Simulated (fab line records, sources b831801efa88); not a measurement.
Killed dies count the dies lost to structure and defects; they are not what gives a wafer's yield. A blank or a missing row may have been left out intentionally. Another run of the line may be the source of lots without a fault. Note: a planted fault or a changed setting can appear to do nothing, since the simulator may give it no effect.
fab line records | flow gf180mcu | part 1 of 2: steps 1 to 24 of 33
record lots=5 | wafers=15 | lastDay=33
route steps=602 shown VT_IMPLANT@106 MVSD@136 NWELL@137 LVPWELL@138
lots untouched by any fault: they come from a run of this same line in which no faults occurred
startH: hours from the record's first day to the start of the lot's first wafer shown | waitH: hours since the lot's step before | " as in the row above | L1.1+2: one row covering several wafers at once | - no value, or no start given | * or withheld: withheld | < > ~ a bound
route shown NAME@n: NAME is a module with steps in the file, n the number in the route of the first one | usual: the fault-free wafers' mean and standard deviation | same: alike in all rows | chamber/n: place in a boat | sites: readings site by site | _std_site: their standard deviation | _edge_site: outer sites' mean less inner sites' | radiusMm: for every site, how far away it sits from the centre of the wafer | mask NAME#n: copy n | behind: the tool/chamber that last shaped the wafer | hold: the reason the lot was held/the length of the hold in hours/how it ended | device: names the non-switching transistor (n, p or np) | end of line: the same wafers' tests at the end of the route | for a step that has no rows: nothing shown but its recipe | killed: at the first sort, the dies lost to defects and structure; wafer yield is something else | map: a wafer's dies, x killed, . not, _ none there
set.NAME: the setting the step ran with; set.NAME@STEP: the setting that earlier step ran with | model.NAME: the simulator's own value behind a step, which no gauge read
a table for each step, a row for each wafer; lots at some steps of the route
services: when a tool's chamber went out of use (startH, in hours from the record's first day, below 0 if earlier), for how many hours, and the reason
## steps
# step GF_VT_IMPLANT_PEB_16
# recipe tempC=withheld | timeS=* | resist=NOVOLAK
# usual chillPlateTempC=*
lot.wafer | tool          | chamber | startH | waitH | chillPlateTempC
L074.3    | lithoTrack-01 | 0       | -      | -     | *
L074.5    | "             | 0       | "      | "     | *
L074.6    | "             | 0       | "      | "     | *
L077.2    | lithoTrack-02 | 0       | -      | -     | *
L077.4    | "             | 0       | "      | "     | *
L077.6    | "             | 0       | "      | "     | *
L086.1    | lithoTrack-02 | 0       | -      | -     | *
L086.2    | "             | 0       | "      | "     | *
L086.5    | "             | 0       | "      | "     | *
L088.2    | lithoTrack-02 | 0       | -      | -     | *
L088.4    | "             | 0       | "      | "     | *
L088.6    | "             | 0       | "      | "     | *
L092.2    | lithoTrack-04 | 0       | -      | -     | *
L092.3    | "             | 0       | "      | "     | *
L092.5    | "             | 0       | "      | "     | *
# step GF_VT_IMPLANT_DEVELOP_17
# recipe developTimeS=60 | devTempC=23
# usual chillPlateTempC=22.98/0.11
lot.wafer | tool          | chamber | startH | waitH | chillPlateTempC
L074.3    | lithoTrack-01 | 0       | 125.97 | 0.1   | 22.99
L074.5    | "             | 0       | "      | "     | 22.90
L074.6    | "             | 0       | "      | "     | 22.93
L077.2    | lithoTrack-02 | 0       | 144.29 | 0.1   | 22.99
L077.4    | "             | 0       | "      | "     | 22.94
L077.6    | "             | 0       | "      | "     | 22.84
L086.1    | lithoTrack-02 | 0       | 203.11 | 0.1   | 23.18
L086.2    | "             | 0       | "      | "     | 23.18
L086.5    | "             | 0       | "      | "     | 23.07
L088.2    | lithoTrack-02 | 0       | 214.94 | 0.1   | 23.06
L088.4    | "             | 0       | "      | "     | 23.00
L088.6    | "             | 0       | "      | "     | 23.02
L092.2    | lithoTrack-04 | 0       | 241.69 | 0.1   | 22.93
L092.3    | "             | 0       | "      | "     | 23.07
L092.5    | "             | 0       | "      | "     | 23.01
# step GF_VT_IMPLANT_OVL_MEAS_18
# usual VT_IMPLANT_01_OVL=0.5/1.6
lot.wafer | tool       | chamber | startH | waitH | VT_IMPLANT_01_OVL[nm]
L074.3    | overlay-02 | -       | 126.08 | 0.1   | -0.4
L074.5    | "          | -       | "      | "     | 0.4
L074.6    | "          | -       | "      | "     | 1.0
L077.2    | overlay-01 | -       | 144.42 | 0.1   | 1.1
L077.4    | "          | -       | "      | "     | 3.4
L077.6    | "          | -       | "      | "     | 3.2
L086.1    | overlay-01 | -       | 203.26 | 0.1   | -1.0
L086.2    | "          | -       | "      | "     | -2.3
L086.5    | "          | -       | "      | "     | -1.6
L088.2    | overlay-02 | -       | 215.07 | 0.1   | 1.8
L088.4    | "          | -       | "      | "     | 2.3
L088.6    | "          | -       | "      | "     | 2.5
L092.2    | overlay-02 | -       | 241.82 | 0.1   | -0.6
L092.3    | "          | -       | "      | "     | -1.8
L092.5    | "          | -       | "      | "     | -1.6
# step GF_VT_IMPLANT_IMPLANT_19
# recipe species=As | energyKev=100 | doseCm2=4.35e+12 | tiltDeg=7
# usual doseIonsCm2=4.349e+12/4.7e+09
lot.wafer | tool         | chamber | startH | waitH | doseIonsCm2
L074.3    | implanter-01 | 0       | 126.15 | 0.1   | 4.35e+12
L074.5    | "            | 0       | "      | "     | 4.35e+12
L074.6    | "            | 0       | "      | "     | 4.338e+12
L077.2    | implanter-01 | 0       | 144.48 | 0.0   | 4.35e+12
L077.4    | "            | 0       | "      | "     | 4.352e+12
L077.6    | "            | 0       | "      | "     | 4.351e+12
L086.1    | implanter-04 | 0       | 203.30 | 0.0   | 4.345e+12
L086.2    | "            | 0       | "      | "     | 4.345e+12
L086.5    | "            | 0       | "      | "     | 4.342e+12
L088.2    | implanter-02 | 0       | 215.13 | 0.0   | 4.355e+12
L088.4    | "            | 0       | "      | "     | 4.354e+12
L088.6    | "            | 0       | "      | "     | 4.346e+12
L092.2    | implanter-02 | 0       | 241.88 | 0.0   | 4.353e+12
L092.3    | "            | 0       | "      | "     | 4.352e+12
L092.5    | "            | 0       | "      | "     | 4.354e+12
# step GF_VT_IMPLANT_STRIP_20
# recipe chemistry=O2/N2 | powerW=1400 | pressureMtorr=1500 | platenTempC=250 | o2FlowSccm=3000 | n2FlowSccm=300 | overashFraction=0.5
# usual drypumpMotorCurrentA=5.8/0.48 | heaterPowerW=314/33 | oesProductAu=0.715/0.0044 | stripTimeToEndpointS=12.63/0.037
lot.wafer | tool           | chamber | startH | waitH | drypumpMotorCurrentA | heaterPowerW | oesProductAu | rfHoursCounterH | stripTimeToEndpointS
L074.3    | plasmaAsher-01 | 1       | 126.28 | 0.1   | 6.4                  | 275          | 0.718        | -               | 12.67
L074.5    | "              | 0       | "      | "     | 5.4                  | 284          | 0.711        | -               | 12.70
L074.6    | "              | 1       | "      | "     | 6.5                  | 282          | 0.715        | -               | 12.66
L077.2    | plasmaAsher-01 | 1       | 144.60 | 0.1   | 6.4                  | 279          | 0.718        | 35              | 12.64
L077.4    | "              | 1       | "      | "     | 6.4                  | 280          | 0.721        | -               | 12.65
L077.6    | "              | 1       | "      | "     | 6.4                  | 277          | 0.712        | -               | 12.67
L086.1    | plasmaAsher-01 | 1       | 203.45 | 0.1   | 6.5                  | 292          | 0.709        | 41              | 12.65
L086.2    | "              | 0       | "      | "     | 5.4                  | 277          | 0.711        | 41              | 12.64
L086.5    | "              | 0       | "      | "     | 5.4                  | 273          | 0.716        | -               | 12.69
L088.2    | plasmaAsher-01 | 1       | 215.25 | 0.1   | 6.5                  | 277          | 0.715        | 42              | 12.63
L088.4    | "              | 0       | "      | "     | 5.4                  | 282          | 0.712        | -               | 12.63
L088.6    | "              | 0       | "      | "     | 5.4                  | 280          | 0.728        | -               | 12.66
L092.2    | plasmaAsher-01 | 0       | 242.00 | 0.1   | 5.4                  | 287          | 0.712        | 46              | 12.66
L092.3    | "              | 1       | "      | "     | 6.4                  | 281          | 0.711        | -               | 12.56
L092.5    | "              | 1       | "      | "     | 6.4                  | 279          | 0.715        | -               | 12.60
# step GF_VT_IMPLANT_TW_MEAS_21
# usual VT_IMPLANT_2_TW=1220/8.7
lot.wafer | tool         | chamber | startH | waitH | VT_IMPLANT_2_TW
L074.3    | filmMetro-03 | -       | 126.37 | 0.1   | 1227
L074.5    | "            | -       | "      | "     | 1230
L074.6    | "            | -       | "      | "     | 1223
L077.2    | filmMetro-04 | -       | 144.71 | 0.1   | 1220
L077.4    | "            | -       | "      | "     | 1218
L077.6    | "            | -       | "      | "     | 1222
L086.1    | filmMetro-04 | -       | 203.55 | 0.1   | 1217
L086.2    | "            | -       | "      | "     | 1214
L086.5    | "            | -       | "      | "     | 1222
L088.2    | filmMetro-03 | -       | 215.36 | 0.1   | 1221
L088.4    | "            | -       | "      | "     | 1230
L088.6    | "            | -       | "      | "     | 1225
L092.2    | filmMetro-04 | -       | 242.11 | 0.1   | 1226
L092.3    | "            | -       | "      | "     | 1229
L092.5    | "            | -       | "      | "     | 1217
# step GF_VT_IMPLANT_DEHYDRATE_22
# recipe tempC=200 | timeS=60
# usual chillPlateTempC=22.98/0.11
lot.wafer | tool          | chamber | startH | waitH | chillPlateTempC
L074.3    | lithoTrack-01 | 0       | 132.77 | 6.4   | 22.75
L074.5    | "             | 0       | "      | "     | 23.09
L074.6    | "             | 0       | "      | "     | 22.93
L077.2    | lithoTrack-02 | 0       | 151.49 | 6.8   | 23.30
L077.4    | "             | 0       | "      | "     | 23.01
L077.6    | "             | 0       | "      | "     | 23.01
L086.1    | lithoTrack-04 | 0       | 211.62 | 8.1   | 22.91
L086.2    | "             | 0       | "      | "     | 22.92
L086.5    | "             | 0       | "      | "     | 22.96
L088.2    | lithoTrack-01 | 0       | 223.74 | 8.4   | 22.97
L088.4    | "             | 0       | "      | "     | 23.08
L088.6    | "             | 0       | "      | "     | 23.00
L092.2    | lithoTrack-04 | 0       | 251.39 | 9.3   | 22.72
L092.3    | "             | 0       | "      | "     | 22.71
L092.5    | "             | 0       | "      | "     | 22.80
# step GF_VT_IMPLANT_HMDS_23
# recipe primeTimeS=60 | primeTempC=120
# usual chillPlateTempC=23.01/0.093
lot.wafer | tool          | chamber | startH | waitH | chillPlateTempC
L074.3    | lithoTrack-01 | 0       | 132.92 | 0.1   | 23.00
L074.5    | "             | 0       | "      | "     | 22.96
L074.6    | "             | 0       | "      | "     | 22.97
L077.2    | lithoTrack-02 | 0       | 151.64 | 0.1   | 23.08
L077.4    | "             | 0       | "      | "     | 23.11
L077.6    | "             | 0       | "      | "     | 23.03
L086.1    | lithoTrack-04 | 0       | 211.77 | 0.1   | 22.93
L086.2    | "             | 0       | "      | "     | 23.16
L086.5    | "             | 0       | "      | "     | 23.07
L088.2    | lithoTrack-01 | 0       | 223.89 | 0.1   | 23.01
L088.4    | "             | 0       | "      | "     | 23.07
L088.6    | "             | 0       | "      | "     | 23.12
L092.2    | lithoTrack-04 | 0       | 251.54 | 0.1   | 22.88
L092.3    | "             | 0       | "      | "     | 22.86
L092.5    | "             | 0       | "      | "     | 22.97
# step GF_VT_IMPLANT_COAT_24
# recipe resist=NOVOLAK | spinRpm=3000 | resistThkNm=1000
# usual chillPlateTempC=23.01/0.11
lot.wafer | tool          | chamber | startH | waitH | chillPlateTempC
L074.3    | lithoTrack-01 | 0       | 133.07 | 0.1   | 22.81
L074.5    | "             | 0       | "      | "     | 22.92
L074.6    | "             | 0       | "      | "     | 22.91
L077.2    | lithoTrack-02 | 0       | 151.79 | 0.1   | 22.89
L077.4    | "             | 0       | "      | "     | 22.92
L077.6    | "             | 0       | "      | "     | 22.88
L086.1    | lithoTrack-04 | 0       | 211.92 | 0.1   | 23.10
L086.2    | "             | 0       | "      | "     | 22.90
L086.5    | "             | 0       | "      | "     | 22.90
L088.2    | lithoTrack-01 | 0       | 224.04 | 0.1   | 22.91
L088.4    | "             | 0       | "      | "     | 22.86
L088.6    | "             | 0       | "      | "     | 22.97
L092.2    | lithoTrack-04 | 0       | 251.69 | 0.1   | 23.20
L092.3    | "             | 0       | "      | "     | 23.02
L092.5    | "             | 0       | "      | "     | 23.05
# step GF_VT_IMPLANT_SOFTBAKE_25
# recipe tempC=90 | timeS=60 | resist=NOVOLAK
# usual chillPlateTempC=23.02/0.12
lot.wafer | tool          | chamber | startH | waitH | chillPlateTempC
L074.3    | lithoTrack-01 | 0       | 133.22 | 0.1   | 23.30
L074.5    | "             | 0       | "      | "     | 23.28
L074.6    | "             | 0       | "      | "     | 23.18
L077.2    | lithoTrack-02 | 0       | 151.94 | 0.1   | 22.81
L077.4    | "             | 0       | "      | "     | 23.01
L077.6    | "             | 0       | "      | "     | 22.93
L086.1    | lithoTrack-04 | 0       | 212.07 | 0.1   | 23.13
L086.2    | "             | 0       | "      | "     | 23.02
L086.5    | "             | 0       | "      | "     | 23.03
L088.2    | lithoTrack-01 | 0       | 224.19 | 0.1   | 22.94
L088.4    | "             | 0       | "      | "     | 22.87
L088.6    | "             | 0       | "      | "     | 22.84
L092.2    | lithoTrack-04 | 0       | 251.84 | 0.1   | 23.06
L092.3    | "             | 0       | "      | "     | 22.97
L092.5    | "             | 0       | "      | "     | 23.07
# step GF_VT_IMPLANT_EXPOSE_26
# recipe maskId=LVPWELL_HV_AREA | targetCdNm=860 | na=0.6 | sourceShape=conventional | sigmaOuter=0.6 | doseMj=140
# usual reticleTempC=22.99/0.1
lot.wafer | tool            | chamber | startH | waitH | mask              | reticleTempC
L074.3    | ilineStepper-02 | 0       | -      | -     | LVPWELL_HV_AREA#0 | 23.02
L074.5    | "               | 0       | "      | "     | LVPWELL_HV_AREA#0 | 22.90
L074.6    | "               | 0       | "      | "     | LVPWELL_HV_AREA#0 | 22.86
L077.2    | ilineStepper-01 | 0       | -      | -     | LVPWELL_HV_AREA#0 | 22.78
L077.4    | "               | 0       | "      | "     | LVPWELL_HV_AREA#0 | 22.86
L077.6    | "               | 0       | "      | "     | LVPWELL_HV_AREA#0 | 22.82
L086.1    | ilineStepper-01 | 0       | -      | -     | LVPWELL_HV_AREA#0 | 22.79
L086.2    | "               | 0       | "      | "     | LVPWELL_HV_AREA#0 | 23.03
L086.5    | "               | 0       | "      | "     | LVPWELL_HV_AREA#0 | 22.94
L088.2    | ilineStepper-01 | 0       | -      | -     | LVPWELL_HV_AREA#0 | 23.08
L088.4    | "               | 0       | "      | "     | LVPWELL_HV_AREA#0 | 22.99
L088.6    | "               | 0       | "      | "     | LVPWELL_HV_AREA#0 | 23.12
L092.2    | ilineStepper-02 | 0       | -      | -     | LVPWELL_HV_AREA#0 | 22.91
L092.3    | "               | 0       | "      | "     | LVPWELL_HV_AREA#0 | 22.93
L092.5    | "               | 0       | "      | "     | LVPWELL_HV_AREA#0 | 22.96
# step GF_VT_IMPLANT_PEB_27
# recipe tempC=withheld | timeS=* | resist=NOVOLAK
# usual chillPlateTempC=*
lot.wafer | tool          | chamber | startH | waitH | chillPlateTempC
L074.3    | lithoTrack-02 | 0       | -      | -     | *
L074.5    | "             | 0       | "      | "     | *
L074.6    | "             | 0       | "      | "     | *
L077.2    | lithoTrack-04 | 0       | -      | -     | *
L077.4    | "             | 0       | "      | "     | *
L077.6    | "             | 0       | "      | "     | *
L086.1    | lithoTrack-04 | 0       | -      | -     | *
L086.2    | "             | 0       | "      | "     | *
L086.5    | "             | 0       | "      | "     | *
L088.2    | lithoTrack-02 | 0       | -      | -     | *
L088.4    | "             | 0       | "      | "     | *
L088.6    | "             | 0       | "      | "     | *
L092.2    | lithoTrack-01 | 0       | -      | -     | *
L092.3    | "             | 0       | "      | "     | *
L092.5    | "             | 0       | "      | "     | *
# step GF_VT_IMPLANT_DEVELOP_28
# recipe developTimeS=60 | devTempC=23
# usual chillPlateTempC=22.99/0.1
lot.wafer | tool          | chamber | startH | waitH | chillPlateTempC
L074.3    | lithoTrack-02 | 0       | 140.67 | 0.1   | 23.01
L074.5    | "             | 0       | "      | "     | 23.04
L074.6    | "             | 0       | "      | "     | 23.04
L077.2    | lithoTrack-04 | 0       | 159.69 | 0.1   | 22.88
L077.4    | "             | 0       | "      | "     | 22.92
L077.6    | "             | 0       | "      | "     | 22.83
L086.1    | lithoTrack-04 | 0       | 220.57 | 0.1   | 22.85
L086.2    | "             | 0       | "      | "     | 22.91
L086.5    | "             | 0       | "      | "     | 22.78
L088.2    | lithoTrack-02 | 0       | 233.19 | 0.1   | 22.94
L088.4    | "             | 0       | "      | "     | 23.01
L088.6    | "             | 0       | "      | "     | 22.95
L092.2    | lithoTrack-01 | 0       | 260.74 | 0.1   | 22.82
L092.3    | "             | 0       | "      | "     | 22.81
L092.5    | "             | 0       | "      | "     | 22.87
# step GF_VT_IMPLANT_OVL_MEAS_29
# usual VT_IMPLANT_02_OVL=-0.9/1.4
lot.wafer | tool       | chamber | startH | waitH | VT_IMPLANT_02_OVL[nm]
L074.3    | overlay-02 | -       | 140.78 | 0.1   | -1.9
L074.5    | "          | -       | "      | "     | 0.7
L074.6    | "          | -       | "      | "     | 0.2
L077.2    | overlay-01 | -       | 159.82 | 0.1   | -1.2
L077.4    | "          | -       | "      | "     | -1.9
L077.6    | "          | -       | "      | "     | -2.1
L086.1    | overlay-02 | -       | 220.72 | 0.1   | -1.6
L086.2    | "          | -       | "      | "     | -1.1
L086.5    | "          | -       | "      | "     | -1.3
L088.2    | overlay-02 | -       | 233.32 | 0.1   | -1.6
L088.4    | "          | -       | "      | "     | -1.3
L088.6    | "          | -       | "      | "     | -2.5
L092.2    | overlay-01 | -       | 260.87 | 0.1   | -0.7
L092.3    | "          | -       | "      | "     | -2.9
L092.5    | "          | -       | "      | "     | -3.3
# step GF_VT_IMPLANT_IMPLANT_30
# recipe species=B | energyKev=25 | doseCm2=2.534e+12 | tiltDeg=7
# usual doseIonsCm2=2.533e+12/3.1e+09
lot.wafer | tool         | chamber | startH | waitH | doseIonsCm2
L074.3    | implanter-02 | 0       | 140.85 | 0.1   | 2.533e+12
L074.5    | "            | 0       | "      | "     | 2.531e+12
L074.6    | "            | 0       | "      | "     | 2.536e+12
L077.2    | implanter-01 | 0       | 159.88 | 0.0   | 2.536e+12
L077.4    | "            | 0       | "      | "     | 2.53e+12
L077.6    | "            | 0       | "      | "     | 2.531e+12
L086.1    | implanter-02 | 0       | 220.87 | 0.1   | 2.535e+12
L086.2    | "            | 0       | "      | "     | 2.532e+12
L086.5    | "            | 0       | "      | "     | 2.53e+12
L088.2    | implanter-04 | 0       | 233.37 | 0.0   | 2.541e+12
L088.4    | "            | 0       | "      | "     | 2.538e+12
L088.6    | "            | 0       | "      | "     | 2.533e+12
L092.2    | implanter-01 | 0       | 260.92 | 0.0   | 2.53e+12
L092.3    | "            | 0       | "      | "     | 2.53e+12
L092.5    | "            | 0       | "      | "     | 2.535e+12
# step GF_VT_IMPLANT_STRIP_31
# recipe chemistry=O2/N2 | powerW=1400 | pressureMtorr=1500 | platenTempC=250 | o2FlowSccm=3000 | n2FlowSccm=300 | overashFraction=0.5
# usual drypumpMotorCurrentA=5.8/0.43 | heaterPowerW=316/29 | oesProductAu=0.716/0.0049 | stripTimeToEndpointS=12.63/0.038
lot.wafer | tool           | chamber | startH | waitH | drypumpMotorCurrentA | heaterPowerW | oesProductAu | rfHoursCounterH | stripTimeToEndpointS
L074.3    | plasmaAsher-02 | 1       | 140.98 | 0.1   | 5.6                  | 307          | 0.716        | -               | 12.65
L074.5    | "              | 1       | "      | "     | 5.6                  | 320          | 0.714        | -               | 12.66
L074.6    | "              | 0       | "      | "     | 5.7                  | 321          | 0.714        | -               | 12.63
L077.2    | plasmaAsher-01 | 0       | 160.00 | 0.1   | 5.4                  | 282          | 0.715        | 36              | 12.61
L077.4    | "              | 0       | "      | "     | 5.4                  | 284          | 0.712        | -               | 12.60
L077.6    | "              | 1       | "      | "     | 6.5                  | 286          | 0.715        | -               | 12.61
L086.1    | plasmaAsher-01 | 0       | 221.02 | 0.1   | 5.4                  | 272          | 0.717        | 43              | 12.67
L086.2    | "              | 1       | "      | "     | 6.4                  | 280          | 0.718        | 43              | 12.65
L086.5    | "              | 1       | "      | "     | 6.4                  | 280          | 0.721        | -               | 12.64
L088.2    | plasmaAsher-02 | 0       | 233.50 | 0.1   | 5.7                  | 319          | 0.720        | 11              | 12.58
L088.4    | "              | 1       | "      | "     | 5.6                  | 310          | 0.716        | -               | 12.58
L088.6    | "              | 1       | "      | "     | 5.6                  | 309          | 0.720        | -               | 12.62
L092.2    | plasmaAsher-01 | 0       | 261.05 | 0.1   | 5.4                  | 276          | 0.716        | 48              | 12.68
L092.3    | "              | 1       | "      | "     | 6.5                  | 281          | 0.718        | -               | 12.64
L092.5    | "              | 0       | "      | "     | 5.4                  | 278          | 0.717        | -               | 12.66
# step GF_VT_IMPLANT_TW_MEAS_32
# usual VT_IMPLANT_3_TW=269.8/2.1
lot.wafer | tool         | chamber | startH | waitH | VT_IMPLANT_3_TW
L074.3    | filmMetro-02 | -       | 141.07 | 0.1   | 267.3
L074.5    | "            | -       | "      | "     | 267.2
L074.6    | "            | -       | "      | "     | 266.6
L077.2    | filmMetro-04 | -       | 160.11 | 0.1   | 269.8
L077.4    | "            | -       | "      | "     | 269.2
L077.6    | "            | -       | "      | "     | 270.6
L086.1    | filmMetro-04 | -       | 221.12 | 0.1   | 269.4
L086.2    | "            | -       | "      | "     | 268.6
L086.5    | "            | -       | "      | "     | 269.1
L088.2    | filmMetro-04 | -       | 233.61 | 0.1   | 268.6
L088.4    | "            | -       | "      | "     | 270.3
L088.6    | "            | -       | "      | "     | 268.6
L092.2    | filmMetro-04 | -       | 261.16 | 0.1   | 272.3
L092.3    | "            | -       | "      | "     | 271.2
L092.5    | "            | -       | "      | "     | 271.4
# step GF_VT_IMPLANT_DEHYDRATE_33
# recipe tempC=200 | timeS=60
# usual chillPlateTempC=23.00/0.1
lot.wafer | tool          | chamber | startH | waitH | chillPlateTempC
L074.3    | lithoTrack-02 | 0       | 147.62 | 6.5   | 22.87
L074.5    | "             | 0       | "      | "     | 22.98
L074.6    | "             | 0       | "      | "     | 22.92
L077.2    | lithoTrack-02 | 0       | 167.34 | 7.2   | 23.02
L077.4    | "             | 0       | "      | "     | 22.90
L077.6    | "             | 0       | "      | "     | 22.89
L086.1    | lithoTrack-01 | 0       | 229.46 | 8.3   | 22.94
L086.2    | "             | 0       | "      | "     | 22.96
L086.5    | "             | 0       | "      | "     | 23.03
L088.2    | lithoTrack-02 | 0       | 241.69 | 8.1   | 22.96
L088.4    | "             | 0       | "      | "     | 22.87
L088.6    | "             | 0       | "      | "     | 23.02
L092.2    | lithoTrack-04 | 0       | 269.99 | 8.8   | 23.07
L092.3    | "             | 0       | "      | "     | 23.12
L092.5    | "             | 0       | "      | "     | 22.88
# step GF_VT_IMPLANT_HMDS_34
# recipe primeTimeS=60 | primeTempC=120
# usual chillPlateTempC=23.01/0.096
lot.wafer | tool          | chamber | startH | waitH | chillPlateTempC
L074.3    | lithoTrack-02 | 0       | 147.77 | 0.1   | 23.15
L074.5    | "             | 0       | "      | "     | 22.98
L074.6    | "             | 0       | "      | "     | 22.98
L077.2    | lithoTrack-02 | 0       | 167.49 | 0.1   | 23.01
L077.4    | "             | 0       | "      | "     | 23.01
L077.6    | "             | 0       | "      | "     | 22.95
L086.1    | lithoTrack-01 | 0       | 229.61 | 0.1   | 22.95
L086.2    | "             | 0       | "      | "     | 22.94
L086.5    | "             | 0       | "      | "     | 22.85
L088.2    | lithoTrack-02 | 0       | 241.84 | 0.1   | 22.89
L088.4    | "             | 0       | "      | "     | 23.09
L088.6    | "             | 0       | "      | "     | 23.08
L092.2    | lithoTrack-04 | 0       | 270.14 | 0.1   | 23.08
L092.3    | "             | 0       | "      | "     | 22.92
L092.5    | "             | 0       | "      | "     | 23.01
# step GF_VT_IMPLANT_COAT_35
# recipe resist=NOVOLAK | spinRpm=3000 | resistThkNm=1000
# usual chillPlateTempC=22.99/0.099
lot.wafer | tool          | chamber | startH | waitH | chillPlateTempC
L074.3    | lithoTrack-02 | 0       | 147.92 | 0.1   | 22.88
L074.5    | "             | 0       | "      | "     | 22.98
L074.6    | "             | 0       | "      | "     | 22.93
L077.2    | lithoTrack-02 | 0       | 167.64 | 0.1   | 23.06
L077.4    | "             | 0       | "      | "     | 23.02
L077.6    | "             | 0       | "      | "     | 22.73
L086.1    | lithoTrack-01 | 0       | 229.76 | 0.1   | 23.11
L086.2    | "             | 0       | "      | "     | 22.99
L086.5    | "             | 0       | "      | "     | 23.02
L088.2    | lithoTrack-02 | 0       | 241.99 | 0.1   | 23.17
L088.4    | "             | 0       | "      | "     | 22.98
L088.6    | "             | 0       | "      | "     | 22.83
L092.2    | lithoTrack-04 | 0       | 270.29 | 0.1   | 23.03
L092.3    | "             | 0       | "      | "     | 23.01
L092.5    | "             | 0       | "      | "     | 22.87
# step GF_VT_IMPLANT_SOFTBAKE_36
# recipe tempC=90 | timeS=60 | resist=NOVOLAK
# usual chillPlateTempC=23.02/0.094
lot.wafer | tool          | chamber | startH | waitH | chillPlateTempC
L074.3    | lithoTrack-02 | 0       | 148.07 | 0.1   | 23.05
L074.5    | "             | 0       | "      | "     | 22.92
L074.6    | "             | 0       | "      | "     | 22.91
L077.2    | lithoTrack-02 | 0       | 167.79 | 0.1   | 22.90
L077.4    | "             | 0       | "      | "     | 22.92
L077.6    | "             | 0       | "      | "     | 22.98
L086.1    | lithoTrack-01 | 0       | 229.91 | 0.1   | 22.98
L086.2    | "             | 0       | "      | "     | 22.93
L086.5    | "             | 0       | "      | "     | 23.17
L088.2    | lithoTrack-02 | 0       | 242.14 | 0.1   | 23.10
L088.4    | "             | 0       | "      | "     | 23.07
L088.6    | "             | 0       | "      | "     | 23.17
L092.2    | lithoTrack-04 | 0       | 270.44 | 0.1   | 23.06
L092.3    | "             | 0       | "      | "     | 22.95
L092.5    | "             | 0       | "      | "     | 23.06
# step GF_VT_IMPLANT_EXPOSE_37
# recipe maskId=Nwell_HV_AREA | targetCdNm=860 | na=0.6 | sourceShape=conventional | sigmaOuter=0.6 | doseMj=140
# usual reticleTempC=23.00/0.11
lot.wafer | tool            | chamber | startH | waitH | mask            | reticleTempC
L074.3    | ilineStepper-02 | 0       | -      | -     | Nwell_HV_AREA#0 | 23.10
L074.5    | "               | 0       | "      | "     | Nwell_HV_AREA#0 | 23.01
L074.6    | "               | 0       | "      | "     | Nwell_HV_AREA#0 | 22.93
L077.2    | ilineStepper-01 | 0       | -      | -     | Nwell_HV_AREA#0 | 23.19
L077.4    | "               | 0       | "      | "     | Nwell_HV_AREA#0 | 22.93
L077.6    | "               | 0       | "      | "     | Nwell_HV_AREA#0 | 23.02
L086.1    | ilineStepper-01 | 0       | -      | -     | Nwell_HV_AREA#0 | 23.02
L086.2    | "               | 0       | "      | "     | Nwell_HV_AREA#0 | 23.02
L086.5    | "               | 0       | "      | "     | Nwell_HV_AREA#0 | 22.97
L088.2    | ilineStepper-02 | 0       | -      | -     | Nwell_HV_AREA#0 | 22.85
L088.4    | "               | 0       | "      | "     | Nwell_HV_AREA#0 | 22.95
L088.6    | "               | 0       | "      | "     | Nwell_HV_AREA#0 | 22.81
L092.2    | ilineStepper-01 | 0       | -      | -     | Nwell_HV_AREA#0 | 23.01
L092.3    | "               | 0       | "      | "     | Nwell_HV_AREA#0 | 22.98
L092.5    | "               | 0       | "      | "     | Nwell_HV_AREA#0 | 23.05
# step GF_VT_IMPLANT_PEB_38
# recipe tempC=withheld | timeS=* | resist=NOVOLAK
# usual chillPlateTempC=*
lot.wafer | tool          | chamber | startH | waitH | chillPlateTempC
L074.3    | lithoTrack-01 | 0       | -      | -     | *
L074.5    | "             | 0       | "      | "     | *
L074.6    | "             | 0       | "      | "     | *
L077.2    | lithoTrack-02 | 0       | -      | -     | *
L077.4    | "             | 0       | "      | "     | *
L077.6    | "             | 0       | "      | "     | *
L086.1    | lithoTrack-01 | 0       | -      | -     | *
L086.2    | "             | 0       | "      | "     | *
L086.5    | "             | 0       | "      | "     | *
L088.2    | lithoTrack-04 | 0       | -      | -     | *
L088.4    | "             | 0       | "      | "     | *
L088.6    | "             | 0       | "      | "     | *
L092.2    | lithoTrack-02 | 0       | -      | -     | *
L092.3    | "             | 0       | "      | "     | *
L092.5    | "             | 0       | "      | "     | *
# step GF_VT_IMPLANT_DEVELOP_39
# recipe developTimeS=60 | devTempC=23
# usual chillPlateTempC=23.02/0.11
lot.wafer | tool          | chamber | startH | waitH | chillPlateTempC
L074.3    | lithoTrack-01 | 0       | 155.46 | 0.1   | 23.07
L074.5    | "             | 0       | "      | "     | 23.09
L074.6    | "             | 0       | "      | "     | 22.90
L077.2    | lithoTrack-02 | 0       | 176.14 | 0.1   | 22.98
L077.4    | "             | 0       | "      | "     | 23.06
L077.6    | "             | 0       | "      | "     | 23.27
L086.1    | lithoTrack-01 | 0       | 238.86 | 0.1   | 22.88
L086.2    | "             | 0       | "      | "     | 23.12
L086.5    | "             | 0       | "      | "     | 23.08
L088.2    | lithoTrack-04 | 0       | 252.14 | 0.1   | 22.87
L088.4    | "             | 0       | "      | "     | 23.13
L088.6    | "             | 0       | "      | "     | 22.97
L092.2    | lithoTrack-02 | 0       | 280.09 | 0.1   | 22.97
L092.3    | "             | 0       | "      | "     | 22.88
L092.5    | "             | 0       | "      | "     | 23.04
